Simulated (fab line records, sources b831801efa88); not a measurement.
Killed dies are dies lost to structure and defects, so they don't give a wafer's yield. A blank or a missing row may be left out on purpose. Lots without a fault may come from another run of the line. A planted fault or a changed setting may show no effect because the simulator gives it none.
fab line records | flow sky130
record lots=12 wafers=35 last_day=50
route steps=708 shown NWELL@66 PAD_OPEN@708
lots that met no fault: from a run of the same line without faults
start_h: hours from the record's first day to the start of the lot's first wafer shown | wait_h: hours since the lot's step before | " the same as in the row above | L1.1+2: a row that stands for several wafers | - no value, or no start given | * or withheld: withheld | < > ~ a bound
route shown NAME@n: a module of which the file shows steps, and the number in the route of the first | usual: mean/standard deviation of fault-free wafers | same: alike in all rows | chamber/n: place in a boat | sites: the reading at each site | _std_site: their standard deviation | _edge_site: outer sites' mean less inner sites' | radius_mm: how far each site lies from the wafer's centre | mask NAME#n: copy n | behind: the tool/chamber that last shaped the wafer | hold: why the lot was held/for how many hours/how that ended | device: the transistor (n, p or np) that didn't switch | end of line: the same wafers' tests at the end of the route | a step without rows: its recipe alone | killed: dies lost to structure and defects at the first sort, not the wafer's yield | map: a wafer's dies, x killed, . not, _ none there
set.NAME: the setting as run; set.NAME@STEP: as run at that earlier step | model.NAME: the simulator's own value behind a step, which no gauge read
steps of the route over a sample of lots; a table a step, a row a wafer
services: from which hour (start_h, from the record's first day; less than 0 if before it) a tool's chamber was out of use, for how many hours, and why
## steps
# step SKY_NWELL_IMPLANT_13
# recipe species=P energy_kev=50 dose_cm2=7e+11 tilt_deg=withheld
# usual beam_on_s=10.01/0.2 faraday_current_uA=3.94/0.079
# columns lot.wafer tool chamber start_h wait_h beam_on_s faraday_current_uA
L286.1 implanter-02 0 84.23 0.1 9.45 4.16
L286.5 " 0 " " 10.45 3.79
L286.6 " 0 " " 10.30 3.85
L287.2 implanter-03 0 89.17 0.1 10.04 3.92
L287.4 " 0 " " 10.04 3.92
L287.6 " 0 " " 9.77 4.06
L288.1 implanter-02 0 96.70 0.1 10.00 3.93
L288.4 " 0 " " 10.15 3.91
L288.6 " 0 " " 10.02 3.94
L289.2 implanter-04 0 103.56 0.1 10.13 3.89
L289.5 " 0 " " 9.92 3.95
L289.6 " 0 " " 10.13 3.90
L290.1 implanter-03 0 109.29 0.1 9.92 3.97
L290.2 " 0 " " 9.98 3.96
L290.6 " 0 " " 10.15 3.89
L291.1 implanter-03 0 113.45 0.1 9.31 4.20
L291.5 " 0 " " 9.93 3.98
L291.6 " 0 " " 10.32 3.81
L292.3 implanter-04 0 120.14 0.1 10.19 3.88
L292.4 " 0 " " 10.09 3.92
L292.5 " 0 " " 10.11 3.91
L298.1 implanter-04 0 156.23 0.1 11.46 3.43
L298.4 " 0 " " 9.93 3.96
L301.2 implanter-04 0 171.67 0.1 11.71 3.37
L301.4 " 0 " " 10.04 3.92
L301.6 " 0 " " 9.82 4.01
L303.4 implanter-03 0 184.81 0.1 9.95 3.95
L303.5 " 0 " " 10.43 3.77
L303.6 " 0 " " 10.16 3.90
L305.2 implanter-03 0 196.46 0.1 9.96 3.96
L305.3 " 0 " " 9.41 4.18
L305.6 " 0 " " 10.19 3.87
L308.2 implanter-02 0 217.82 0.1 10.12 3.90
L308.3 " 0 " " 10.29 3.84
L308.5 " 0 " " 9.76 4.05
# step SKY_PAD_OPEN_PROBE_99
# usual killed_at_M0_to_M3=45/7.3 killed_at_M4_up=3.1/1.7 killed_at_contacts=25/5.1 killed_at_front_end=15/4.5 killed_at_other=0.3/0.56 killed_dies=88/9.4 killed_open=47/6.6 killed_short=40/6.9
# same gross_dies=492 killed_at_back_side=0
# columns lot.wafer tool chamber start_h wait_h killed_at_M0_to_M3 killed_at_M4_up killed_at_contacts killed_at_front_end killed_at_other killed_dies killed_open killed_short
L287.2 prober-01 - 1072.66 0.1 51 2 34 17 2 106 46 59
L287.4 prober-01 - 1072.76 0.2 38 1 31 17 0 87 47 40
L287.6 prober-01 - 1072.86 0.2 37 1 37 14 0 89 55 34
L301.2 prober-02 - 1163.66 0.1 35 3 21 15 0 74 40 34
L301.4 prober-02 - 1163.76 0.2 46 3 19 18 0 86 41 45
L301.6 prober-02 - 1163.86 0.2 53 2 32 9 0 96 43 53
L305.6 prober-02 - 1181.42 0.2 39 1 20 11 1 72 44 28
# killed by level:class
L287.2 VIA2:geometric_particle:open=12 CONTACT:geometric_particle:open=10 FIELD_ISO:geometric_particle:short=9 METAL2:geometric_particle:short=8 LOCAL_INTERCONNECT:geometric_particle:short=7 LI_CONTACT:geometric_particle:short=6 CONTACT:geometric_particle:short=6 METAL1:geometric_particle:short=6
L287.4 CONTACT:geometric_particle:open=11 LI_CONTACT:geometric_particle:open=8 CONTACT:geometric_particle:short=8 VIA1:geometric_particle:open=7 VIA3:geometric_particle:open=5 FIELD_ISO:geometric_particle:short=4 METAL1:geometric_particle:short=4 VIA1:geometric_particle:short=4
L287.6 CONTACT:geometric_particle:open=18 VIA1:geometric_particle:open=11 FIELD_ISO:geometric_particle:open=6 LI_CONTACT:geometric_particle:open=6 CONTACT:geometric_particle:short=6 LOCAL_INTERCONNECT:geometric_particle:short=5 VIA2:geometric_particle:open=5 VIA1:geometric_particle:short=4
L301.2 LI_CONTACT:geometric_particle:open=8 VIA1:geometric_particle:open=7 VIA2:geometric_particle:open=7 CONTACT:geometric_particle:short=6 POLY_GATE:geometric_particle:open=5 POLY_GATE:geometric_particle:short=4 CONTACT:geometric_particle:open=4 METAL2:geometric_particle:short=4
L301.4 METAL1:geometric_particle:short=9 VIA1:geometric_particle:open=8 METAL2:geometric_particle:short=8 LI_CONTACT:geometric_particle:open=6 VIA1:geometric_particle:short=6 FIELD_ISO:geometric_particle:open=5 CONTACT:geometric_particle:open=5 POLY_GATE:geometric_particle:open=4
L301.6 METAL1:geometric_particle:short=16 CONTACT:geometric_particle:open=10 VIA1:geometric_particle:open=10 LI_CONTACT:geometric_particle:open=8 CONTACT:geometric_particle:short=5 METAL3:geometric_particle:short=5 LI_CONTACT:geometric_particle:short=5 METAL2:geometric_particle:short=5
L305.6 VIA1:geometric_particle:open=11 CONTACT:geometric_particle:open=8 VIA3:geometric_particle:open=7 VIA2:geometric_particle:open=7 CONTACT:geometric_particle:short=6 POLY_GATE:geometric_particle:short=4 VIA3:geometric_particle:short=4 FIELD_ISO:geometric_particle:open=3
## services
# columns tool chamber start_h hours kind
implanter-04 - 79.55 3.5 pm
implanter-04 - 100.33 1.6 repair
implanter-03 - 210.09 16.7 pm
implanter-04 - 214.56 3.9 repair
## key
first_sign step=SKY_NWELL_IMPLANT_13 reading=beam_on_s direction=up sigmas=7.8 usual=10.01 struck=11.58
effect step=SKY_NWELL_IMPLANT_13 reading=faraday_current_uA direction=down sigmas=6.8 usual=3.94 struck=3.40
met_at SKY_NWELL_IMPLANT_13
struck_lots L298,L301
struck_wafers L298.1,L301.2
tester_left_out L298,L301
onset_between 120.14 156.23
fault kind=process_parameter_drift tool=implanter-04 chamber=- onset_h=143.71 steps=SKY_NWELL_IMPLANT_13 channel=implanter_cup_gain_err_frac offset=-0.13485 shape=step end_h=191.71 scope=struck_wafers_only
# tester_left_out: of these lots the tester's yield and bins aren't shown, on N5 and GAA mostly nor the transistor test; their killed dies are dies lost to structure and defects alone, not to doping, threshold or leakage, so they don't give the yield
